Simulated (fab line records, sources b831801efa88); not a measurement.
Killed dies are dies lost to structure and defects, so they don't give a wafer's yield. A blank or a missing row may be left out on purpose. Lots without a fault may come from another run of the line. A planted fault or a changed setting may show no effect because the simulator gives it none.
One fault seen from 2 desks | flow sky130 | each desk has only its own numbers; what lay behind them comes last

THE TOOL OWNER'S DESK: lpcvd-02
The tool's own readings at SKY_SPACER_CVD_00 (deposits Si3N4 from DCS/NH3, target thk 43.1 nm, time 740 s): means of the sampled wafers that have a number, for each lot that ran on this tool. A lot is out of limits, marked OUT, if its mean lies more than 4 standard deviations from the usual mean; the brackets give that distance.
Columns: A = spike_tc_centre_C at SKY_SPACER_CVD_00, usual 771.1 C; B = zone_power_centre_pct at SKY_SPACER_CVD_00, usual 13.9 %; C = zone_power_lower_pct at SKY_SPACER_CVD_00, usual 12.2 %
lot  | first seen here | A                | B               | C
L182 | day 23 01:31    | 770.0            | 13.2            | 11.8
L184 | day 23 17:11    | 770.8            | 14.4            | 12.6
L186 | day 24 07:20    | 771.4            | 14.3            | 12.4
L185 | day 24 08:32    | 770.7            | 13.3            | 11.8
L188 | day 25 07:56    | 771.3            | 13.1            | 11.7
L192 | day 26 20:26    | 771.8            | 14.5            | 12.5
L193 | day 26 22:53    | 772.6            | 14.4            | 12.4
L195 | day 27 17:05    | 770.5            | 13.2            | 11.8
L196 | day 28 03:08    | 783.5 (+8.9) OUT | 16.5 (+4.2) OUT | 10.2 (-4.9) OUT
L205 | day 31 00:27    | 771.9            | 14.5            | 12.6
L204 | day 31 03:07    | 771.9            | 14.3            | 12.4
This desk's finding: out of limits on L196; first on L196, day 28 03:08 (spike_tc_centre_C at SKY_SPACER_CVD_00). In limits: L182, L184, L186, L185, L188, L192, L193, L195, L205, L204.

THE METROLOGY DESK
What the gauges read, lot by lot, whatever tool the lot ran on: means of the sampled wafers that have a number. A lot is out of limits, marked OUT, if its mean lies more than 4 standard deviations from the usual mean; the brackets give that distance.
Columns: A = LDD_P_TW at SKY_LDD_P_TW_MEAS_11, usual 634; B = LDD_LDN_OVL at SKY_LDD_LDN_OVL_MEAS_07, usual -0.8 nm; C = SPACER_CVD_00_THK at SKY_SPACER_THK_MEAS_01, usual 43.0 nm
lot  | first seen here | A   | B    | C
L182 | day 19 02:35    | 634 | 1.3  | 43.0
L184 | day 19 20:55    | 628 | -0.7 | 43.4
L186 | day 20 11:50    | 633 | -0.8 | 42.8
L185 | day 20 12:40    | 632 | -2.6 | 42.9
L188 | day 21 13:59    | 632 | -0.5 | 42.7
L192 | day 23 03:37    | 635 | 1.4  | 42.9
L193 | day 23 04:24    | 634 | 1.1  | 43.8
L195 | day 23 22:08    | 631 | -0.9 | 43.3
L196 | day 24 10:15    | 637 | 1.2  | 44.4
L205 | day 27 09:54    | 641 | -3.2 | 42.9
L204 | day 27 12:57    | 633 | -0.7 | 43.0
This desk's finding: nothing out of limits on any of the 11 lots.

PUT TOGETHER
The tool owner's desk could have raised an alarm at day 28 03:08, on L196.
The metrology desk saw nothing out of limits.
The metrology desk has L196 on record, within its limits.
Of the lots named, all ran SKY_SPACER_CVD_00 on lpcvd-02.

WHAT THE SIMULATOR HAD PUT IN
Process parameter drift: lpcvd-02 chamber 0, from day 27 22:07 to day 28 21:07, at SKY_SPACER_CVD_00. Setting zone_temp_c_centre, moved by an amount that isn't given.
Lots struck among those shown: L196.
Hours from the fault's start to each desk's first reading out of limits: the tool owner's desk, 5.
